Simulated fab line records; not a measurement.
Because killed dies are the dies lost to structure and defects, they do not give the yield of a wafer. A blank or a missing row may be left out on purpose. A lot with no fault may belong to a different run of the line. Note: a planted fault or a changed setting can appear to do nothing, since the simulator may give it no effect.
Which tool is to blame? | flow gf180mcu | 7 lots, 21 wafers sampled, at 2 steps of a route of 602

== WHAT EACH GAUGE READ, for each wafer ==
GF_VT_IMPLANT_TW_MEAS_32.
lot  | measured     | on            | VT_IMPLANT_3_TW
L116 | day 7 07:48  | film metro-04 | 269.6 268.9 268.8
L119 | day 7 23:12  | film metro-02 | 266.7 266.7 266.0
L121 | day 8 12:55  | film metro-04 | 269.9 269.5 270.2
L123 | day 8 23:19  | film metro-02 | 267.3 268.1 267.1
L126 | day 9 21:49  | film metro-02 | 265.1 266.0 267.1
L129 | day 10 17:45 | film metro-04 | 267.4 268.1 268.8
L131 | day 11 07:41 | film metro-02 | 267.3 268.2 268.5

== WHAT TOOL EACH LOT RAN ON (gives the tool, then ch and the chambers of the sampled wafers, and finally the start) ==
lot  | GF_STI_CMP_25
L116 | cmp-02 ch 0,2,3, day 2 12:02
L119 | cmp-02 ch 0,1,2, day 3 01:29
L121 | cmp-02 ch 0,1,3, day 3 10:59
L123 | cmp-01 ch 0,3, day 3 20:56
L126 | cmp-01 ch 2,3, day 4 12:04
L129 | cmp-02 ch 0,1,2, day 5 03:59
L131 | cmp-02 ch 0,1,2, day 5 14:46
- GF_STI_CMP_25: polishes, stops on Si3N4, t overpolish 33 s, target thk 524.6 nm.

== THE ANSWER, worked out from the rows above alone ==
Rule: what is usual is taken from the lots themselves. Put in order of their means at a reading, lots are off if they are a third of the lots or fewer, leave a main group of 4 or more, and stand apart from it by a gap of 3 or more times the standard deviation of the main group's means; of several such gaps the widest counts. If all means in a main group match to the digits the tables above print for the reading, that group is not used. Also off: a lot with no number at a reading for which 4 or more lots have one. All remaining lots with rows at the step are treated as sound.
None of the lots is off at any reading shown; this tells nothing.

== WHAT THE SIMULATOR PUT IN ==
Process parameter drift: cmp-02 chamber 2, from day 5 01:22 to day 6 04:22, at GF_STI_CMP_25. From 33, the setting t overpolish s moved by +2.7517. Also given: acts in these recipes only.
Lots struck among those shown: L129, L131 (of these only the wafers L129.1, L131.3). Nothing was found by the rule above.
